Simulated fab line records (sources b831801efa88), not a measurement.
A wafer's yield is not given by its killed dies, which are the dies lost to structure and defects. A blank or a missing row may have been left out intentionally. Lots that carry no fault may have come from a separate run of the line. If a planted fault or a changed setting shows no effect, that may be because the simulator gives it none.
Chamber matching -- flow gf180mcu -- GF_POLY_GATE_ETCH_13 on rie_si-01 has 4 sister chambers
The step etches poly-Si in HBr/Cl2, stops on SiO2, target depth 198.5 nm, time 69.6 s. 14 wafers are shown with their chamber, then 7 later ones without.

WAFERS, EACH WITH ITS CHAMBER
wafer,chamber,drypump_motor_current_A (A),oes_product_au (a.u.),HBr_flow_sccm (sccm)
L916.1,0,5.3,0.991,150.5
L916.3,2,5.6,0.977,149.7
L916.6,2,5.6,0.975,149.8
L918.1,1,5.7,0.978,150.2
L918.3,0,5.3,0.989,150.3
L918.6,1,5.7,0.984,150.2
L923.1,0,5.3,0.999,150.3
L923.4,2,5.6,0.985,149.6
L923.5,0,5.3,0.999,150.0
L925.1,0,5.3,0.996,149.9
L925.3,3,5.3,0.997,150.5
L925.5,3,5.4,1.002,150.0
L927.1,1,5.7,0.982,149.6
L927.4,0,5.3,0.995,150.0

SIGNATURES (averages over the wafers above)
reading,chamber 0,chamber 1,chamber 2,chamber 3,scatter within a chamber
drypump_motor_current_A,5.300,5.700,5.600,5.350,0.0224
oes_product_au,0.99483,0.98133,0.97900,0.99950,0.00415
HBr_flow_sccm,150.167,150.000,149.700,150.250,0.257
Rule: a wafer lies at a distance from a chamber equal to the root of the sum of squares, over the readings, of (its reading less the chamber's mean, divided by the reading's scatter). The wafer belongs to the nearest chamber; if the next one is less than 2 further off, it can't be placed. The scatter is the square root of a quotient: the sum, over the shown wafers, of each reading's squared deviation from its chamber's mean, divided by wafers minus chambers.

WAFERS WITH NO CHAMBER GIVEN
wafer,drypump_motor_current_A (A),oes_product_au (a.u.),HBr_flow_sccm (sccm)
L927.5,5.3,0.986,149.5
L928.2,5.7,0.977,149.6
L928.5,5.6,0.981,150.6
L928.6,5.3,0.973,149.7
L935.3,5.3,0.985,150.4
L935.4,5.3,0.994,150.1
L935.5,5.3,0.993,149.8

EACH ONE'S CHAMBER
wafer,from the rows above,in truth
L927.5,can't be placed: 0 or 3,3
L928.2,1,1
L928.5,can't be placed: 2 or 1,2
L928.6,can't be placed: 0 or 3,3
L935.3,can't be placed: 0 or 3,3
L935.4,0,0
L935.5,can't be placed: 0 or 3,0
2 of 7 placed correctly. Can't be placed from these rows: 5 (the true chamber is among the candidates in 5). Placed wrongly: 0.
